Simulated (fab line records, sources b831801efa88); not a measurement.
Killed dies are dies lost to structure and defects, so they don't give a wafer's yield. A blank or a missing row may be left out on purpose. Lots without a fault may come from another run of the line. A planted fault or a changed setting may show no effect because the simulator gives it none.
Which tool did it? | flow sky130 | 11 lots, 33 wafers sampled, at 4 steps of a route of 708

WHAT THE GAUGES READ, wafer by wafer
SKY_CONTACT_THK_MEAS_01.
lot  | measured     | on            | CONTACT_CVD_00_THK (nm)
L981 | day 30 08:18 | film_metro-02 | 73.5 74.6 75.3
L986 | day 32 02:01 | film_metro-02 | 76.8 76.1 74.7
L987 | day 32 11:18 | film_metro-03 | 74.6 74.6 73.8
L988 | day 32 16:59 | film_metro-02 | 74.2 74.4 75.3
L989 | day 33 08:32 | film_metro-01 | 76.0 75.1 76.7
L990 | day 33 08:41 | film_metro-03 | 75.8 75.9 77.6
L992 | day 34 11:26 | film_metro-02 | 148.6 151.1 150.9
L994 | day 34 20:55 | film_metro-02 | 74.4 75.7 75.3
L995 | day 34 22:43 | film_metro-01 | 148.7 151.6 150.2
L996 | day 35 07:49 | film_metro-03 | 149.1 150.9 151.6
L998 | day 35 19:26 | film_metro-01 | 72.1 75.4 73.9

WHICH TOOL RAN EACH LOT (tool, then ch and the chambers of the sampled wafers, then the start)
lot  | SKY_LI_CONTACT_ETCH_15             | SKY_LI_CONTACT_STRIP_16              | SKY_CONTACT_CVD_00
L981 | rie_diel-01 ch 0,1,2, day 29 02:10 | plasma_asher-02 ch 0,1, day 29 02:16 | pecvd-01 ch 1,2, day 30 08:15
L986 | rie_diel-03 ch 0,3, day 30 20:49   | plasma_asher-03 ch 0,1, day 30 20:56 | pecvd-01 ch 0,1,2, day 32 01:58
L987 | rie_diel-02 ch 0,2,3, day 31 05:58 | plasma_asher-02 ch 0,1, day 31 06:04 | pecvd-02 ch 0,1,2, day 32 11:16
L988 | rie_diel-02 ch 0,2,3, day 31 12:40 | plasma_asher-03 ch 0,1, day 31 12:46 | pecvd-01 ch 0,2, day 32 16:57
L989 | rie_diel-03 ch 0,2,3, day 32 03:19 | plasma_asher-01 ch 0,1, day 32 03:25 | pecvd-03 ch 0,1, day 33 08:30
L990 | rie_diel-01 ch 2,3, day 32 03:40   | plasma_asher-03 ch 0,1, day 32 03:47 | pecvd-01 ch 0,1,2, day 33 08:37
L992 | rie_diel-01 ch 0,2,3, day 33 07:04 | plasma_asher-01 ch 0,1, day 33 07:10 | pecvd-01 ch 1,2, day 34 11:00
L994 | rie_diel-01 ch 0,2, day 33 16:38   | plasma_asher-03 ch 0,1, day 33 16:43 | pecvd-03 ch 0,1,2, day 34 20:52
L995 | rie_diel-02 ch 1,2, day 33 17:28   | plasma_asher-02 ch 0,1, day 33 17:33 | pecvd-01 ch 0,2, day 34 22:00
L996 | rie_diel-02 ch 0,2,3, day 34 03:02 | plasma_asher-02 ch 0,1, day 34 03:07 | pecvd-03 ch 0,1,2, day 35 07:00
L998 | rie_diel-02 ch 0,1,3, day 34 15:43 | plasma_asher-01 ch 0,1, day 34 15:48 | pecvd-01 ch 0,2, day 35 19:22
- SKY_LI_CONTACT_ETCH_15: etches PSG in C4F8/O2/Ar, stops on Si, target depth 600 nm.
- SKY_LI_CONTACT_STRIP_16: strips in O2/N2.
- SKY_CONTACT_CVD_00: deposits Si3N4, target thk 75 nm.

THE ANSWER, worked out from the rows above alone
Rule: what is usual is taken from the lots themselves. Put in order of their means at a reading, lots are off if they are a third of the lots or fewer, leave a main group of 4 or more, and stand apart from it by a gap of 3 or more times the standard deviation of the main group's means; of several such gaps the widest counts. A main group whose means are all the same, to the digits that the tables above print for the reading, isn't used. A lot without any number at a reading at which 4 lots or more have one is off too. The other lots that the step has rows for count as sound.
Off: L992, L995, L996, at SKY_CONTACT_THK_MEAS_01 (CONTACT_CVD_00_THK). The main group: mean 75.1 nm, standard deviation 0.86.
A tool fits if, at a process step before that reading, it ran every lot that is off, and no sound lot after the first of them. The gauges at SKY_CONTACT_THK_MEAS_01 are tried like those tools. None of those tried fits.

WHAT THE SIMULATOR HAD PUT IN
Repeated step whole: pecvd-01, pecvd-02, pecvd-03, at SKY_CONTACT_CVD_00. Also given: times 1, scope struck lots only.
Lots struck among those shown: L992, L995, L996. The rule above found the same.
